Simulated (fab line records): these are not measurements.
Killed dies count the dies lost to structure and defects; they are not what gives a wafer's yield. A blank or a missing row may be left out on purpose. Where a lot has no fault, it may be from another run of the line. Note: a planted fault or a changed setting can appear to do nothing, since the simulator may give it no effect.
Chamber matching / flow sky130 / SKY_POLY_GATE_ETCH_17 on rie si-01: 4 sister chambers
The step etches poly-Si in HBr/Cl2, stops on SiO2, target depth 180 nm, time 70.5 s. 4 wafers are shown with their chamber, then 8 later ones without.

WAFERS PAIRED WITH THEIR CHAMBERS
wafer=L413.1; chamber=0; drypump motor current A (A)=5.44
wafer=L413.6; chamber=2; drypump motor current A (A)=5.93
wafer=L415.6; chamber=3; drypump motor current A (A)=6.30
wafer=L417.4; chamber=1; drypump motor current A (A)=5.89

WAFERS MISSING THEIR CHAMBER
wafer=L417.5; drypump motor current A (A)=6.29
wafer=L417.6; drypump motor current A (A)=5.91
wafer=L418.2; drypump motor current A (A)=5.86
wafer=L418.5; drypump motor current A (A)=5.95
wafer=L418.6; drypump motor current A (A)=5.91
wafer=L421.2; drypump motor current A (A)=6.28
wafer=L421.4; drypump motor current A (A)=5.49
wafer=L421.5; drypump motor current A (A)=5.85

EACH ONE'S CHAMBER
wafer=L417.5; from the rows above=3; in truth=3
wafer=L417.6; from the rows above=can't be placed: 2 or 1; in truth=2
wafer=L418.2; from the rows above=can't be placed: 1 or 2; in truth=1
wafer=L418.5; from the rows above=can't be placed: 2 or 1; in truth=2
wafer=L418.6; from the rows above=can't be placed: 2 or 1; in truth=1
wafer=L421.2; from the rows above=3; in truth=3
wafer=L421.4; from the rows above=0; in truth=0
wafer=L421.5; from the rows above=can't be placed: 1 or 2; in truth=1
Correctly placed: 3 of 8. These rows do not allow placing 5 (true chamber among the candidates in 5). Placed wrongly: 0.
How it was worked out, from the rows above alone: a wafer's distance from a chamber is the root of the sum, over the readings, of the square of ((its reading less the chamber's mean) divided by the reading's scatter). If the next closest chamber is less than 2 further off than the closest, the wafer can't be placed; otherwise it belongs to the closest. Each chamber's mean is taken over the wafers shown for it. The scatter: root of mean squared gap, hidden wafer to nearest shown wafer, with one shown wafer a chamber.
